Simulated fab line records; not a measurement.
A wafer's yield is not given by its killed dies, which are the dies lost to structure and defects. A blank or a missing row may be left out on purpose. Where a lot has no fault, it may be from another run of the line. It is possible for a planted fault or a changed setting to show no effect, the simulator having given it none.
Which tool was responsible? || flow gf180mcu || 17 wafers from 6 lots sampled at 4 of the route's 602 steps

WHAT THE GAUGES SHOWED, per wafer
GF_MIM_THK_MEAS_06.
{"lot": "L837", "measured": "day 24 16:24", "on": "film metro-02", "MIM_CVD_05_THK (nm)": "42.1 41.8 42.4"}
{"lot": "L841", "measured": "day 26 09:32", "on": "film metro-01", "MIM_CVD_05_THK (nm)": "56.4 41.5 42.4"}
{"lot": "L843", "measured": "day 26 23:35", "on": "film metro-01", "MIM_CVD_05_THK (nm)": "43.1 57.6"}
{"lot": "L848", "measured": "day 28 10:50", "on": "film metro-02", "MIM_CVD_05_THK (nm)": "42.0 41.8 42.1"}
{"lot": "L850", "measured": "day 28 22:59", "on": "film metro-04", "MIM_CVD_05_THK (nm)": "42.1 41.9 42.5"}
{"lot": "L855", "measured": "day 30 10:15", "on": "film metro-04", "MIM_CVD_05_THK (nm)": "41.9 41.9 42.9"}

WHICH TOOL RAN EACH LOT (tool, then ch and the chambers of the sampled wafers, then the start)
{"lot": "L837", "GF_M4_STRIP_17": "plasma asher-04 ch 0,1, day 23 15:28", "GF_MIM_SPUTTER_02": "pvd sputter-01, day 24 16:16", "GF_MIM_CVD_05": "pecvd-04 ch 0,1, day 24 16:21"}
{"lot": "L841", "GF_M4_STRIP_17": "plasma asher-02 ch 0,1, day 25 09:08", "GF_MIM_SPUTTER_02": "pvd sputter-03, day 26 09:23", "GF_MIM_CVD_05": "pecvd-02 ch 0,1,2, day 26 09:29"}
{"lot": "L843", "GF_M4_STRIP_17": "plasma asher-02 ch 0,1, day 26 00:34", "GF_MIM_SPUTTER_02": "pvd sputter-02, day 26 23:27", "GF_MIM_CVD_05": "pecvd-02 ch 0,2, day 26 23:32"}
{"lot": "L848", "GF_M4_STRIP_17": "plasma asher-04 ch 0,1, day 27 11:44", "GF_MIM_SPUTTER_02": "pvd sputter-03, day 28 10:42", "GF_MIM_CVD_05": "pecvd-01 ch 0,1,2, day 28 10:47"}
{"lot": "L850", "GF_M4_STRIP_17": "plasma asher-01 ch 0,1, day 28 00:35", "GF_MIM_SPUTTER_02": "pvd sputter-02, day 28 22:52", "GF_MIM_CVD_05": "pecvd-04 ch 0,1,2, day 28 22:57"}
{"lot": "L855", "GF_M4_STRIP_17": "plasma asher-02 ch 0,1, day 29 12:56", "GF_MIM_SPUTTER_02": "pvd sputter-02, day 30 10:08", "GF_MIM_CVD_05": "pecvd-04 ch 0,1, day 30 10:13"}
- GF_M4_STRIP_17: strips in O2/N2.
- GF_MIM_SPUTTER_02: material AlCu, target thk 450 nm, time 23.9 s.
- GF_MIM_CVD_05: deposits Si3N4, target thk 42 nm, time 29.086 s.

THE ANSWER, worked out from the rows above alone
Rule: usual is defined by the lots themselves. Put in order of their means at a reading, lots are off if they are a third of the lots or fewer, leave a main group of 4 or more, and stand apart from it by a gap of 3 or more times the standard deviation of the main group's means; of several such gaps the widest counts. A main group whose means are all the same, to the digits that the tables above print for the reading, isn't used. Also off: a lot with no number at a reading for which 4 or more lots have one. Where the step has rows for the other lots, those lots are counted as sound.
Off: at GF_MIM_THK_MEAS_06 (MIM_CVD_05_THK), L841, L843. The main group has a mean of 42.1 nm with a standard deviation of 0.099.
A tool fits if, at a process step before that reading, it ran every lot that is off, and no sound lot after the first of them. Those tools and the gauges at GF_MIM_THK_MEAS_06 are tried in the same way. Undecided on this evidence; 2 tools fit (pecvd-02 at GF_MIM_CVD_05, film metro-01 at GF_MIM_THK_MEAS_06).

WHAT THE SIMULATOR PUT IN
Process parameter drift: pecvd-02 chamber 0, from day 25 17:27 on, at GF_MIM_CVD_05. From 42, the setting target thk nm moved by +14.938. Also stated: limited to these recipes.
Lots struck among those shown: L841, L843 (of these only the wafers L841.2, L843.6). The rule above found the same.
